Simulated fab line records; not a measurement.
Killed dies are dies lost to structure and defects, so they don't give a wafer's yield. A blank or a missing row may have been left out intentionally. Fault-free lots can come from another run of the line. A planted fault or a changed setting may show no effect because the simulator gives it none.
Chamber matching || flow gf180mcu || pecvd-01 running GF_V5_CVD_02: 3 sister chambers
The step deposits SiO2 from TEOS, target thk 1450 nm, time 163.28 s. 6 wafers are shown with their chamber, then 7 later ones without.

WAFERS PAIRED WITH THEIR CHAMBERS
{"wafer": "L079.5", "chamber": 1, "susceptor temp C (C)": 399.98, "heater power w (W)": 695}
{"wafer": "L084.3", "chamber": 0, "susceptor temp C (C)": 400.08, "heater power w (W)": 581}
{"wafer": "L087.3", "chamber": 0, "susceptor temp C (C)": 400.12, "heater power w (W)": 673}
{"wafer": "L087.5", "chamber": 2, "susceptor temp C (C)": 399.68, "heater power w (W)": 740}
{"wafer": "L088.1", "chamber": 2, "susceptor temp C (C)": 400.01, "heater power w (W)": 721}
{"wafer": "L088.4", "chamber": 1, "susceptor temp C (C)": 400.15, "heater power w (W)": 570}

WAFERS WITHOUT THEIR CHAMBER
{"wafer": "L088.6", "susceptor temp C (C)": 400.43, "heater power w (W)": 718}
{"wafer": "L094.2", "susceptor temp C (C)": 400.14, "heater power w (W)": 632}
{"wafer": "L094.4", "susceptor temp C (C)": 399.71, "heater power w (W)": 589}
{"wafer": "L094.5", "susceptor temp C (C)": 399.95, "heater power w (W)": 723}
{"wafer": "L096.4", "susceptor temp C (C)": 399.67, "heater power w (W)": 749}
{"wafer": "L096.5", "susceptor temp C (C)": 400.34, "heater power w (W)": 779}
{"wafer": "L096.6", "susceptor temp C (C)": 400.55, "heater power w (W)": 572}

WHICH CHAMBER EACH WENT THROUGH
{"wafer": "L088.6", "from the rows above": "can't be placed: 0 or 1 or 2", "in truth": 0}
{"wafer": "L094.2", "from the rows above": "can't be placed: 0 or 1", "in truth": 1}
{"wafer": "L094.4", "from the rows above": "can't be placed: 2 or 1 or 0", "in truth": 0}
{"wafer": "L094.5", "from the rows above": "can't be placed: 2 or 1 or 0", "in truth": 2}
{"wafer": "L096.4", "from the rows above": "can't be placed: 2 or 1", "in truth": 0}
{"wafer": "L096.5", "from the rows above": "can't be placed: 0 or 1 or 2", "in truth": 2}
{"wafer": "L096.6", "from the rows above": "can't be placed: 0 or 1", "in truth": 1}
Correct placement for 0 of the 7. These rows do not allow placing 7 (true chamber among the candidates in 6). Wrongly placed: 0.
How it was worked out, from the rows above alone: a wafer's distance from a chamber is the root of the sum, over the readings, of the square of ((its reading less the chamber's mean) divided by the reading's scatter). If the next closest chamber is less than 2 further off than the closest, the wafer can't be placed; otherwise it belongs to the closest. Each chamber's mean is taken over the wafers shown for it. The scatter is the square root of a quotient: the sum, over the shown wafers, of each reading's squared deviation from its chamber's mean, divided by wafers minus chambers.
